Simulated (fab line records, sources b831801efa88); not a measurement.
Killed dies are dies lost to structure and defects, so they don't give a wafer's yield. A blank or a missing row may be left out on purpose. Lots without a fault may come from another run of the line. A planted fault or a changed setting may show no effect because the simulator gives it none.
A struck lot beside a sound one | flow sky130 | 16 steps out of a route of 708
Sound: wafers L390.1, L390.2, L390.3. Struck: wafers L401.1, L401.5, L401.6. The cause comes at the end.
At each step with rows: each side's tool, then ch and its chambers, then its first start. Under that, the readings that differ: sound wafers | struck wafers | difference of the means | sigmas: that difference in standard deviations of wafers without a fault.
alike: readings whose means differ by less than 2 such deviations, and words and numbers that are the same on both sides. not compared: withheld readings, readings that some wafer has no value for, bounds like >300 that may hide the same value, and numbers for which the record gives no deviation and whose values overlap.
The two part at a step that has a row with sigmas, a row that says differs or no value, or rows on one side only. Numbers that don't overlap but have no deviation are shown without sigmas and don't part them. A reading that every wafer of one side lacks parts them only if that side has two wafers or more.

SKY_LDD_P_OVL_MEAS_08:
  sound on overlay-02, day 21 02:02; struck on overlay-01, day 25 00:09
  alike: LDD_P_OVL
then, 1 step without rows for these wafers: SKY_LDD_P_IMPLANT_09.
SKY_LDD_P_STRIP_10: strips in O2/N2.
  sound on plasma_asher-01 ch 0,1, day 21 02:13; struck on plasma_asher-02 ch 0,1, day 25 00:20
  reading                      | sound             | struck            | difference | sigmas
  strip_time_to_endpoint_s (s) | 14.23 14.28 14.27 | 14.14 14.15 14.16 | -0.11      | -3
  alike: chamber_pressure_mTorr, drypump_motor_current_A, o2_flow_sccm, oes_product_au
  not compared: rf_hours_counter_h
SKY_LDD_P_TW_MEAS_11:
  sound on film_metro-01, day 21 02:19; struck on film_metro-02, day 25 00:26
  alike: LDD_P_TW
then, 7 steps without rows for these wafers: SKY_LDD_HVN_DEHYDRATE_00 (time 60 s); SKY_LDD_HVN_HMDS_01 (prime time 60 s); SKY_LDD_HVN_COAT_02 (resist thk 300 nm); SKY_LDD_HVN_SOFTBAKE_03 (time 60 s); SKY_LDD_HVN_EXPOSE_04 (exposes mask HVNTM, target cd 700 nm); SKY_LDD_HVN_PEB_05; SKY_LDD_HVN_DEVELOP_06 (develop time 60 s).
SKY_LDD_HVN_OVL_MEAS_07:
  sound on overlay-01, day 22 09:26; struck on overlay-02, day 26 05:13
  alike: LDD_HVN_OVL
SKY_LDD_HVN_IMPLANT_08:
  sound on implanter-01 ch 0, day 22 09:28; struck on implanter-01 ch 0, day 26 05:16
  reading                   | sound                | struck               | difference | sigmas
  beam_energy_keV           | 59.963 60.007 59.989 | 44.511 44.529 44.496 | -15.474    | -99 or more
  model.implant.rp_nm (nm)  | 55.56 55.56 55.56    | 42.22 42.22 42.22    | -13.34     |
  model.implant.drp_nm (nm) | 28.15 28.15 28.15    | 21.85 21.85 21.85    | -6.30      |
  alike: end_station_pressure_torr
SKY_LDD_HVN_STRIP_09: strips in O2/N2.
  sound on plasma_asher-03 ch 0,1, day 22 09:37; struck on plasma_asher-01 ch 0,1, day 26 05:25
  alike: chamber_pressure_mTorr, drypump_motor_current_A, o2_flow_sccm, oes_product_au, strip_time_to_endpoint_s
  not compared: rf_hours_counter_h
SKY_LDD_HVN_TW_MEAS_10:
  sound on film_metro-02, day 22 09:43; struck on film_metro-01, day 26 05:44
  reading    | sound          | struck         | difference | sigmas
  LDD_HVN_TW | 1445 1444 1451 | 1331 1333 1334 | -114       | -13
  not compared: hold
-- the record jumps here: 24 days lie between the struck wafers' starts before and after (it left off in module LDD_HVN and takes up again in module PAD_OPEN, whose first step shown is number 708 of the route) --
SKY_PAD_OPEN_PROBE_99:
  sound on prober-01, day 47 12:31; struck on prober-01, day 50 01:38
  reading                                 | sound                | struck               | difference | sigmas
  killed_at_M0_to_M3                      | 52 64 45             | 45 27 36             | -18        | -3
  model.etest.tip_n_5v.rs_ohm_sq          | 1393 1393 1390       | 1601 1608 1598       | +210       |
  model.etest.nfet_g5v0d10v5.r_on_ohm_um  | 1876 1882 1904       | 1942 1927 1928       | +45        |
  model.etest.nfet_g5v0d10v5.drive_ua_um  | 607 596.6 596.1      | 578.4 585.8 574.6    | -20.3      |
  model.etest.res_poly.width_nm (nm)      | 94.94 94.56 96.3     | 94.17 93.28 92.02    | -2.11      |
  model.etest.nfet_g5v0d10v5.vt_sat_v (V) | 0.7603 0.7723 0.7635 | 0.8126 0.7908 0.8123 | +0.0399    |
  alike: killed_at_M4_up, killed_at_contacts, killed_at_front_end, killed_at_other, killed_dies, killed_open, killed_short
  not compared: model.etest.res_high_po.width_nm, model.etest.res_xhigh_po.width_nm, model.etest.ring_5v.delay_ps

WHERE THEY PART
First at SKY_LDD_P_STRIP_10; last, within this record, at SKY_PAD_OPEN_PROBE_99.

WHY: what the simulator had put in
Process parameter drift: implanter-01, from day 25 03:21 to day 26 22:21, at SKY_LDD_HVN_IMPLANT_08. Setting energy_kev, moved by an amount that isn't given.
